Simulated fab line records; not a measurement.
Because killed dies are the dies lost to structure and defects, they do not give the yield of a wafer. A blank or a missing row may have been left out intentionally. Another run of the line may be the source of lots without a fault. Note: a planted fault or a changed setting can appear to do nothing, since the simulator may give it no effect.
fab line records | flow sky130
record: lots: 7 | wafers: 18 | last_day: 50
route steps=708 shown SD_N@350 SD_P@359 RES_XHIGH@360 SALICIDE@361 LI_CONTACT@362 PAD_OPEN@708
lots untouched by any fault: they come from a run of this same line in which no faults occurred
start_h: the number of hours between the record's first day and the start of the first shown wafer of the lot | wait_h: time in hours since the lot's previous step | " the same as in the row above | L1.1+2: a single row standing in for several wafers | - value missing, or start not given | * or withheld: withheld | < > ~ a bound
route shown NAME@n: a module of which the file shows steps, and the number in the route of the first | usual: the fault-free wafers' mean and standard deviation | same: alike in all rows | chamber/n: place in a boat | sites: readings site by site | _std_site: standard deviation of those values | _edge_site: outer sites' mean less inner sites' | radius_mm: for every site, how far away it sits from the centre of the wafer | mask NAME#n: copy n | behind: the most recent tool/chamber to have shaped the wafer | hold: what put the lot on hold/how long, in hours/how the hold closed | device: which transistor (n, p or np) failed to switch | end of line: tests run on the same wafers once the route is complete | a step without rows: its recipe alone | killed: count of dies lost to structure and defects at first sort (not the wafer's yield) | map: per-die view of a wafer (x killed, . not killed, _ where there is no die)
set.NAME: the setting the step ran with; set.NAME@STEP: the setting that earlier step ran with | model.NAME: the simulator's own value behind a step, which no gauge read
lots at selected steps of the route; one table per step, one row per wafer
services: from which hour (start_h, from the record's first day; less than 0 if before it) a tool's chamber was out of use, for how many hours, and why
== steps ==
step: SKY_SD_N_OVL_MEAS_08
usual: SD_N_OVL: -0.9/1.4
lot.wafer | tool       | chamber | start_h | wait_h | SD_N_OVL[nm]
L617.1    | overlay-01 | -       | 706.32  | 0.1    | -0.7
L617.2    | "          | -       | "       | "      | 0.7
L617.6    | "          | -       | "       | "      | 0.1
L615.2    | overlay-02 | -       | 708.31  | 0.1    | 0.3
L615.4    | "          | -       | "       | "      | 1.3
L615.6    | "          | -       | "       | "      | -1.5
L619.1    | overlay-02 | -       | 743.40  | 0.1    | -0.9
L619.2    | "          | -       | "       | "      | -0.6
L623.2    | overlay-02 | -       | 751.47  | 0.1    | -0.5
L623.5    | "          | -       | "       | "      | 0.6
L621.1    | overlay-02 | -       | 753.20  | 0.1    | -0.2
L621.5    | "          | -       | "       | "      | -1.5
L628.4    | overlay-02 | -       | 785.06  | 0.1    | -1.5
L628.5    | "          | -       | "       | "      | -2.1
L628.6    | "          | -       | "       | "      | -1.1
L631.2    | overlay-01 | -       | 812.61  | 0.1    | 2.1
L631.5    | "          | -       | "       | "      | 0.4
L631.6    | "          | -       | "       | "      | 1.0
step: SKY_SD_N_IMPLANT_09
recipe: species: As | energy_kev: 50 | dose_cm2: 4e+15 | tilt_deg: 0
step: SKY_SD_N_IMPLANT_10
recipe: species: P | energy_kev: 20 | dose_cm2: 1e+14 | tilt_deg: 0
step: SKY_SD_N_STRIP_11
recipe: chemistry: O2/N2 | power_w: 1400 | pressure_mtorr: 1500 | platen_temp_c: withheld | o2_flow_sccm: 3000 | n2_flow_sccm: 300 | overash_fraction: 0.5
usual: drypump_motor_current_A: 5.6/0.6 | oes_product_au: 0.527/0.0044 | strip_time_to_endpoint_s: 22.54/0.048
lot.wafer | tool            | chamber | start_h | wait_h | drypump_motor_current_A | oes_product_au | rf_hours_counter_h | strip_time_to_endpoint_s
L617.1    | plasma_asher-01 | 0       | 706.65  | 0.1    | 5.2                     | 0.531          | 84                 | 22.45
L617.2    | "               | 1       | "       | "      | 6.3                     | 0.523          | 84                 | 22.45
L617.6    | "               | 0       | "       | "      | 5.2                     | 0.522          | -                  | 22.42
L615.2    | plasma_asher-01 | 1       | 708.64  | 0.1    | 6.3                     | 0.522          | 85                 | 22.51
L615.4    | "               | 1       | "       | "      | 6.3                     | 0.525          | -                  | 22.54
L615.6    | "               | 0       | "       | "      | 5.2                     | 0.536          | -                  | 22.54
L619.1    | plasma_asher-01 | 0       | 743.74  | 0.1    | 5.1                     | 0.531          | 88                 | 22.47
L619.2    | "               | 1       | "       | "      | 6.3                     | 0.535          | 88                 | 22.48
L623.2    | plasma_asher-01 | 0       | 751.80  | 0.1    | 5.2                     | 0.528          | 89                 | 22.53
L623.5    | "               | 1       | "       | "      | 6.3                     | 0.528          | -                  | 22.52
L621.1    | plasma_asher-03 | 1       | 753.54  | 0.1    | 5.9                     | 0.529          | 31                 | 22.51
L621.5    | "               | 1       | "       | "      | 5.9                     | 0.524          | -                  | 22.46
L628.4    | plasma_asher-03 | 0       | 785.41  | 0.1    | 4.8                     | 0.528          | -                  | 22.49
L628.5    | "               | 0       | "       | "      | 4.8                     | 0.539          | -                  | 22.52
L628.6    | "               | 1       | "       | "      | 5.9                     | 0.532          | -                  | 22.52
L631.2    | plasma_asher-03 | 0       | 812.94  | 0.1    | 4.8                     | 0.532          | 37                 | 22.57
L631.5    | "               | 1       | "       | "      | 5.8                     | 0.528          | -                  | 22.54
L631.6    | "               | 0       | "       | "      | 4.8                     | 0.531          | -                  | 22.57
step: SKY_SD_N_TW_MEAS_12
usual: SD_N_TW: 3986/27
lot.wafer | tool          | chamber | start_h | wait_h | SD_N_TW
L617.1    | film_metro-02 | -       | 706.75  | 0.1    | 4006
L617.2    | "             | -       | "       | "      | 4006
L617.6    | "             | -       | "       | "      | 4007
L615.2    | film_metro-02 | -       | 708.75  | 0.1    | 3982
L615.4    | "             | -       | "       | "      | 3987
L615.6    | "             | -       | "       | "      | 3994
L619.1    | film_metro-03 | -       | 743.84  | 0.1    | 4006
L619.2    | "             | -       | "       | "      | 4023
L623.2    | film_metro-02 | -       | 751.91  | 0.1    | 3967
L623.5    | "             | -       | "       | "      | 3970
L621.1    | film_metro-03 | -       | 753.64  | 0.1    | 4034
L621.5    | "             | -       | "       | "      | 4031
L628.4    | film_metro-03 | -       | 785.51  | 0.1    | 4002
L628.5    | "             | -       | "       | "      | 3979
L628.6    | "             | -       | "       | "      | 3982
L631.2    | film_metro-01 | -       | 813.05  | 0.1    | 3953
L631.5    | "             | -       | "       | "      | 3953
L631.6    | "             | -       | "       | "      | 3973
step: SKY_SD_N_CLEAN_13
recipe: chemistry: SC1/SC2 | mix: 1:4:20 | temp_c: 70 | time_s: 150 | dry: n2_spin
step: SKY_SD_N_RTA_14
recipe: temp_c: 1075 | time_s: 2 | idle_temp_c: 650 | ramp_up_c_per_s: 150 | ramp_down_c_per_s: 90 | ambient: N2
usual: anneal_temp_c_max: 1081.2/1.8 | lamp_power_pct: 15.73/0.052 | wafer_temp_C_max: 1078.4/1.4
lot.wafer | tool          | chamber | start_h | wait_h | anneal_temp_c_max | lamp_power_pct | wafer_temp_C_max
L617.1    | rtp_anneal-02 | 0       | 706.86  | 0.0    | 1079.4            | 15.70          | 1080.7
L617.2    | "             | 0       | "       | "      | 1079.5            | 15.68          | 1077.7
L617.6    | "             | 0       | "       | "      | 1080.2            | 15.73          | 1075.7
L615.2    | rtp_anneal-01 | 0       | 708.86  | 0.0    | 1079.9            | 15.72          | 1078.7
L615.4    | "             | 0       | "       | "      | 1083.4            | 15.73          | 1078.0
L615.6    | "             | 0       | "       | "      | 1083.8            | 15.81          | 1081.1
L619.1    | rtp_anneal-02 | 0       | 743.95  | 0.0    | 1078.9            | 15.83          | 1078.3
L619.2    | "             | 0       | "       | "      | 1080.0            | 15.74          | 1076.6
L623.2    | rtp_anneal-02 | 0       | 752.03  | 0.0    | 1081.4            | 15.71          | 1076.4
L623.5    | "             | 0       | "       | "      | 1079.9            | 15.73          | 1078.4
L621.1    | rtp_anneal-01 | 0       | 753.76  | 0.0    | 1082.0            | 15.78          | 1077.8
L621.5    | "             | 0       | "       | "      | 1081.8            | 15.76          | 1078.3
L628.4    | rtp_anneal-02 | 0       | 785.62  | 0.0    | 1080.4            | 15.65          | 1076.0
L628.5    | "             | 0       | "       | "      | 1079.4            | 15.75          | 1079.4
L628.6    | "             | 0       | "       | "      | 1081.3            | 15.75          | 1076.8
L631.2    | rtp_anneal-01 | 0       | 813.16  | 0.0    | 1085.2            | 15.70          | 1077.8
L631.5    | "             | 0       | "       | "      | 1084.4            | 15.71          | 1078.4
L631.6    | "             | 0       | "       | "      | 1083.2            | 15.76          | 1078.5
step: SKY_SD_N_RS_MEAS_16
recipe: thk_meas_gauge: four-point-probe
usual: SD_N_RS: 68.58/0.11
lot.wafer | tool          | chamber | start_h | wait_h | SD_N_RS[ohm/sq]
L617.1    | film_metro-02 | -       | 707.04  | 0.1    | 68.45
L617.2    | "             | -       | "       | "      | 68.59
L617.6    | "             | -       | "       | "      | 68.50
L615.2    | film_metro-01 | -       | 709.04  | 0.1    | 68.41
L615.4    | "             | -       | "       | "      | 68.43
L615.6    | "             | -       | "       | "      | 68.24
L619.1    | film_metro-01 | -       | 744.13  | 0.1    | 68.68
L619.2    | "             | -       | "       | "      | 68.61
L623.2    | film_metro-03 | -       | 752.21  | 0.1    | 68.51
L623.5    | "             | -       | "       | "      | 68.43
L621.1    | film_metro-02 | -       | 753.93  | 0.1    | 68.62
L621.5    | "             | -       | "       | "      | 68.71
L628.4    | film_metro-02 | -       | 785.82  | 0.1    | 68.88
L628.5    | "             | -       | "       | "      | 68.69
L628.6    | "             | -       | "       | "      | 68.74
L631.2    | film_metro-02 | -       | 813.34  | 0.1    | 68.72
L631.5    | "             | -       | "       | "      | 68.47
L631.6    | "             | -       | "       | "      | 68.59
step: SKY_SD_N_RS_MEAS_17
recipe: thk_meas_gauge: four-point-probe
usual: SD_P_RS: 147.2/0.37
lot.wafer | tool          | chamber | start_h | wait_h | SD_P_RS[ohm/sq]
L617.1    | film_metro-02 | -       | 707.16  | 0.1    | 147.2
L617.2    | "             | -       | "       | "      | 147.4
L617.6    | "             | -       | "       | "      | 147.5
L615.2    | film_metro-01 | -       | 709.16  | 0.1    | 146.6
L615.4    | "             | -       | "       | "      | 147.0
L615.6    | "             | -       | "       | "      | 146.6
L619.1    | film_metro-01 | -       | 744.25  | 0.1    | 147.3
L619.2    | "             | -       | "       | "      | 146.9
L623.2    | film_metro-03 | -       | 752.33  | 0.1    | 147.1
L623.5    | "             | -       | "       | "      | 146.9
L621.1    | film_metro-02 | -       | 754.05  | 0.1    | 147.7
L621.5    | "             | -       | "       | "      | 147.4
L628.4    | film_metro-02 | -       | 785.94  | 0.1    | 147.6
L628.5    | "             | -       | "       | "      | 147.7
L628.6    | "             | -       | "       | "      | 147.5
L631.2    | film_metro-02 | -       | 813.46  | 0.1    | 147.1
L631.5    | "             | -       | "       | "      | 147.3
L631.6    | "             | -       | "       | "      | 147.0
step: SKY_SD_N_RS_MEAS_18
recipe: thk_meas_gauge: four-point-probe
usual: RES_XHIGH_RS: 333.5/1.3
lot.wafer | tool          | chamber | start_h | wait_h | RES_XHIGH_RS[ohm/sq]
L617.1    | film_metro-02 | -       | 707.28  | 0.1    | 333.4
L617.2    | "             | -       | "       | "      | 333.4
L617.6    | "             | -       | "       | "      | 333.4
L615.2    | film_metro-01 | -       | 709.28  | 0.1    | 332.5
L615.4    | "             | -       | "       | "      | 332.0
L615.6    | "             | -       | "       | "      | 333.1
L619.1    | film_metro-01 | -       | 744.37  | 0.1    | 331.6
L619.2    | "             | -       | "       | "      | 331.0
L623.2    | film_metro-03 | -       | 752.45  | 0.1    | 332.0
L623.5    | "             | -       | "       | "      | 332.6
L621.1    | film_metro-02 | -       | 754.17  | 0.1    | 332.8
L621.5    | "             | -       | "       | "      | 331.9
L628.4    | film_metro-02 | -       | 786.06  | 0.1    | 334.3
L628.5    | "             | -       | "       | "      | 333.2
L628.6    | "             | -       | "       | "      | 333.5
L631.2    | film_metro-02 | -       | 813.58  | 0.1    | 334.3
L631.5    | "             | -       | "       | "      | 335.0
L631.6    | "             | -       | "       | "      | 334.2
step: SKY_SALICIDE_CLEAN_00
recipe: chemistry: HF-last | time_s: 30 | dilution: 100:1 | dry: ipa_marangoni
step: SKY_LI_CONTACT_HDPCVD_00
recipe: material: PSG | target_thk_nm: 930 | sigma_open_frac: 0.3 | time_s: 155 | temp_c: 600 | sih4_flow_sccm: 60 | pressure_mtorr: 6
lot.wafer | tool      | chamber | start_h | wait_h | model.PSG_of_LI_CONTACT_HDPCVD_00.thk_nm
L617.1    | hdpcvd-02 | 2       | 707.42  | 0.0    | 939.8
L617.2    | "         | 1       | "       | "      | 929.1
L617.6    | "         | 0       | "       | "      | 932.8
L615.2    | hdpcvd-02 | 0       | 709.40  | 0.0    | 929
L615.4    | "         | 1       | "       | "      | 936.6
L615.6    | "         | 2       | "       | "      | 937.8
L619.1    | hdpcvd-02 | 1       | 744.50  | 0.0    | 1653
L619.2    | "         | 0       | "       | "      | 929.3
L623.2    | hdpcvd-02 | 1       | 752.57  | 0.0    | 926.6
L623.5    | "         | 2       | "       | "      | 1658
L621.1    | hdpcvd-02 | 0       | 754.31  | 0.0    | 1656
L621.5    | "         | 1       | "       | "      | 1653
L628.4    | hdpcvd-01 | 1       | 786.20  | 0.1    | 936
L628.5    | "         | 2       | "       | "      | 929.6
L628.6    | "         | 0       | "       | "      | 933.5
L631.2    | hdpcvd-02 | 2       | 813.70  | 0.0    | 917.3
L631.5    | "         | 2       | "       | "      | 923.9
L631.6    | "         | 0       | "       | "      | 931.6
step: SKY_LI_CONTACT_THK_MEAS_01
recipe: reads: PSG_of_LI_CONTACT_HDPCVD_00
usual: LI_CONTACT_HDPCVD_THK: 931/8.1
lot.wafer | tool          | chamber | start_h | wait_h | LI_CONTACT_HDPCVD_THK[nm]
L617.1    | film_metro-02 | -       | 707.52  | 0.1    | 940
L617.2    | "             | -       | "       | "      | 929
L617.6    | "             | -       | "       | "      | 933
L615.2    | film_metro-03 | -       | 709.51  | 0.1    | 929
L615.4    | "             | -       | "       | "      | 937
L615.6    | "             | -       | "       | "      | 937
L619.1    | film_metro-02 | -       | 744.61  | 0.1    | 1652
L619.2    | "             | -       | "       | "      | 929
L623.2    | film_metro-03 | -       | 752.69  | 0.1    | 927
L623.5    | "             | -       | "       | "      | 1657
L621.1    | film_metro-01 | -       | 754.41  | 0.1    | 1657
L621.5    | "             | -       | "       | "      | 1653
L628.4    | film_metro-01 | -       | 786.28  | 0.0    | 936
L628.5    | "             | -       | "       | "      | 929
L628.6    | "             | -       | "       | "      | 934
L631.2    | film_metro-03 | -       | 813.81  | 0.1    | 917
L631.5    | "             | -       | "       | "      | 925
L631.6    | "             | -       | "       | "      | 932
step: SKY_LI_CONTACT_CMP_02
recipe: material: PSG | down_force_psi: 4 | platen_rpm: 60 | pad_velocity_m_s: 0.94248
usual: motor_current_A: 12.6/1 | retaining_ring_pressure_frac: 0.999/0.0049 | time_to_endpoint_s: 33/3.2
lot.wafer | tool   | chamber | start_h | wait_h | motor_current_A | retaining_ring_pressure_frac | time_to_endpoint_s
L617.1    | cmp-01 | 0       | 707.58  | 0.1    | 12.5            | 0.990                        | 33
L617.2    | "      | 3       | "       | "      | 13.1            | 1.001                        | 36
L617.6    | "      | 0       | "       | "      | 12.5            | 1.000                        | 32
L615.2    | cmp-01 | 2       | 709.56  | 0.0    | 13.7            | 0.999                        | 33
L615.4    | "      | 0       | "       | "      | 12.7            | 0.991                        | 31
L615.6    | "      | 3       | "       | "      | 13.3            | 0.992                        | 35
L619.2    | cmp-01 | 0       | 744.77  | 0.1    | 12.8            | 0.994                        | 31
L619.1    | "      | 1       | "       | "      | 12.5            | 0.998                        | 110
L623.2    | cmp-02 | 1       | 753.04  | 0.3    | 10.9            | 1.007                        | 32
L623.5    | "      | 0       | "       | "      | 11.2            | 0.993                        | 100
L621.1    | cmp-02 | 2       | 754.52  | 0.1    | 12.3            | 1.003                        | 111
L621.5    | "      | 1       | "       | "      | 10.8            | 0.998                        | 105
L628.4    | cmp-01 | 1       | 786.46  | 0.2    | 12.9            | 1.007                        | 33
L628.5    | "      | 2       | "       | "      | 14.0            | 0.996                        | 35
L628.6    | "      | 3       | "       | "      | 12.8            | 0.997                        | 38
L631.2    | cmp-02 | 1       | 814.01  | 0.2    | 10.6            | 0.998                        | 32
L631.6    | "      | 2       | "       | "      | 12.7            | 1.006                        | 36
L631.5    | "      | 3       | "       | "      | 12.7            | 0.997                        | 30
step: SKY_LI_CONTACT_BOW_MEAS_03
recipe: mode: bow
usual: LI_CONTACT_BOW: 56/6.2
lot.wafer | tool          | chamber | start_h | wait_h | LI_CONTACT_BOW[um]
L617.1    | film_metro-03 | -       | 707.88  | 0.2    | 60
L617.2    | "             | -       | "       | "      | 56
L617.6    | "             | -       | "       | "      | 43
L615.2    | film_metro-02 | -       | 709.88  | 0.3    | 60
L615.4    | "             | -       | "       | "      | 64
L615.6    | "             | -       | "       | "      | 46
L619.1    | film_metro-01 | -       | 744.97  | 0.1    | 53
L619.2    | "             | -       | "       | "      | 62
L623.2    | film_metro-01 | -       | 753.26  | 0.2    | 53
L623.5    | "             | -       | "       | "      | 49
L621.1    | film_metro-01 | -       | 754.77  | 0.2    | 54
L621.5    | "             | -       | "       | "      | 51
L628.4    | film_metro-01 | -       | 786.67  | 0.2    | 42
L628.5    | "             | -       | "       | "      | 60
L628.6    | "             | -       | "       | "      | 58
L631.2    | film_metro-02 | -       | 814.18  | 0.1    | 68
L631.5    | "             | -       | "       | "      | 67
L631.6    | "             | -       | "       | "      | 55
step: SKY_PAD_OPEN_PROBE_99
usual: killed_at_M0_to_M3: 44/7.5 | killed_at_M4_up: 2.9/1.8 | killed_at_contacts: 24/5.1 | killed_at_front_end: 16/4.7 | killed_at_other: 0.3/0.46 | killed_dies: 87/9.9 | killed_open: 47/8 | killed_short: 39/6.3
same: gross_dies: 492 | killed_at_back_side: 0
lot.wafer | tool      | chamber | start_h | wait_h | killed_at_M0_to_M3 | killed_at_M4_up | killed_at_contacts | killed_at_front_end | killed_at_other | killed_dies | killed_open | killed_short
L628.4    | prober-01 | -       | 1174.62 | 0.2    | 37                 | 6               | 27                 | 23                  | 0               | 93          | 51          | 42
L628.5    | prober-01 | -       | 1174.67 | 0.2    | 35                 | 3               | 23                 | 25                  | 0               | 86          | 43          | 42
L628.6    | prober-01 | -       | 1174.72 | 0.2    | 38                 | 2               | 25                 | 19                  | 0               | 84          | 49          | 35
killed by level:class
L628.4 CONTACT:geometric_particle:open=11 POLY_GATE:geometric_particle:short=8 VIA3:geometric_particle:open=7 LI_CONTACT:geometric_particle:open=6 POLY_GATE:geometric_particle:open=5 METAL1:geometric_particle:short=5 VIA1:geometric_particle:open=5 FIELD_ISO:geometric_particle:open=4
L628.5 POLY_GATE:geometric_particle:short=10 VIA1:geometric_particle:open=8 LI_CONTACT:geometric_particle:open=8 FIELD_ISO:geometric_particle:short=7 VIA2:geometric_particle:open=7 CONTACT:geometric_particle:open=6 CONTACT:geometric_particle:short=5 VIA3:geometric_particle:open=4
L628.6 VIA1:geometric_particle:open=13 CONTACT:geometric_particle:open=8 LI_CONTACT:geometric_particle:open=6 FIELD_ISO:geometric_particle:short=5 POLY_GATE:geometric_particle:short=5 LOCAL_INTERCONNECT:geometric_particle:short=5 VIA2:geometric_particle:open=5 FIELD_ISO:geometric_particle:open=4
== services ==
tool            | chamber | start_h | hours | kind
cmp-02          | -       | 696.19  | 0.7   | repair
hdpcvd-02       | -       | 700.56  | 2.8   | pm
cmp-01          | -       | 711.22  | 4.5   | pm
cmp-02          | -       | 744.19  | 4.0   | pm
cmp-02          | -       | 748.19  | -     | consumable_replace:conditioner
cmp-02          | -       | 748.19  | -     | consumable_replace:pad
hdpcvd-02       | -       | 766.24  | 3.1   | repair
plasma_asher-01 | -       | 768.38  | 1.8   | repair
hdpcvd-02       | 2       | 789.21  | 13.3  | repair
== key ==
first_sign: step: SKY_LI_CONTACT_THK_MEAS_01 | reading: LI_CONTACT_HDPCVD_THK | direction: up | sigmas: 89 | usual: 931 | struck: 1655
effect: step: SKY_LI_CONTACT_CMP_02 | reading: time_to_endpoint_s | direction: up | sigmas: 23 | usual: * | struck: *
model_effect: step: SKY_LI_CONTACT_HDPCVD_00 | value: PSG_of_LI_CONTACT_HDPCVD_00.thk_nm | without: 933.4 | struck: 1655
met_at SKY_LI_CONTACT_HDPCVD_00
struck_wafers L619.1,L621.1,L621.5,L623.5
tester_left_out L619,L621,L623
onset_between 709.40 744.50
fault: kind: process_parameter_drift | tool: hdpcvd-02 | chamber: - | onset_h: 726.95 | steps: SKY_LI_CONTACT_HDPCVD_00 | channel: target_thk_nm | offset: 721.6 | shape: step | end_h: 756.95 | scope: struck_wafers_only | acts_in: these_recipes_only | stated: 930
tester_left_out: of these lots the tester's yield and bins aren't shown, on N5 and GAA mostly nor the transistor test; their killed dies are dies lost to structure and defects alone, not to doping, threshold or leakage, so they don't give the yield
